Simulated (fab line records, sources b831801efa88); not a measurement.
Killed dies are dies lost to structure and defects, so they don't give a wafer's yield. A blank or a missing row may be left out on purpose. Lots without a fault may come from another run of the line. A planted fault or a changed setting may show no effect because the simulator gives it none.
Which tool did it? | flow sfq_line | 7 lots, 20 wafers sampled, at 3 steps of a route of 325

WHAT THE GAUGES READ, wafer by wafer
SFQ_M6_RS_MEAS_938: measures by four-point-probe.
lot  | measured     | on            | M6_NB_RS (ohm/sq)
L115 | day 60 21:43 | film_metro-04 | 0.891 0.889 0.879
L118 | day 64 12:49 | film_metro-03 | 0.885 0.881 0.887
L121 | day 72 23:07 | film_metro-04 | 0.889 0.879 0.871
L124 | day 76 00:01 | film_metro-03 | 0.896 0.901 0.898
L126 | day 76 10:47 | film_metro-04 | 0.895 0.904 0.896
L134 | day 77 12:02 | film_metro-04 | 0.900 0.909
L137 | day 77 19:10 | film_metro-03 | 0.879 0.888 0.886

WHICH TOOL RAN EACH LOT (tool, then ch and the chambers of the sampled wafers, then the start)
lot  | SFQ_TRILAYER_I4_CMP_CMP_100   | SFQ_TRILAYER_A5C_DEP_PECVD_142
L115 | cmp-02 ch 0,1,3, day 37 07:06 | pecvd-03 ch 0,1,2, day 60 15:10
L118 | cmp-02 ch 0,1, day 41 05:00   | pecvd-03 ch 0,1,2, day 63 18:53
L121 | cmp-02 ch 0,1,2, day 44 21:41 | pecvd-03 ch 0,2, day 66 04:57
L124 | cmp-01 ch 0,1,3, day 45 09:35 | pecvd-03 ch 0,2, day 66 09:15
L126 | cmp-01 ch 0,1,3, day 45 15:35 | pecvd-02 ch 1,2, day 66 12:08
L134 | cmp-02 ch 2, day 46 07:47     | pecvd-02 ch 1,2, day 67 18:08
L137 | cmp-02 ch 0,2,3, day 46 16:53 | pecvd-01 ch 0,1,2, day 68 10:55
- SFQ_TRILAYER_I4_CMP_CMP_100: polishes SiO2.
- SFQ_TRILAYER_A5C_DEP_PECVD_142: deposits SiO2 from SiH4/N2O, time 15.556 s, target thk 70 nm.

THE ANSWER, worked out from the rows above alone
Rule: what is usual is taken from the lots themselves. Put in order of their means at a reading, lots are off if they are a third of the lots or fewer, leave a main group of 4 or more, and stand apart from it by a gap of 3 or more times the standard deviation of the main group's means; of several such gaps the widest counts. A main group whose means are all the same, to the digits that the tables above print for the reading, isn't used. A lot without any number at a reading at which 4 lots or more have one is off too. The other lots that the step has rows for count as sound.
No lot is off at any reading shown: from this, nothing can be told.

WHAT THE SIMULATOR HAD PUT IN
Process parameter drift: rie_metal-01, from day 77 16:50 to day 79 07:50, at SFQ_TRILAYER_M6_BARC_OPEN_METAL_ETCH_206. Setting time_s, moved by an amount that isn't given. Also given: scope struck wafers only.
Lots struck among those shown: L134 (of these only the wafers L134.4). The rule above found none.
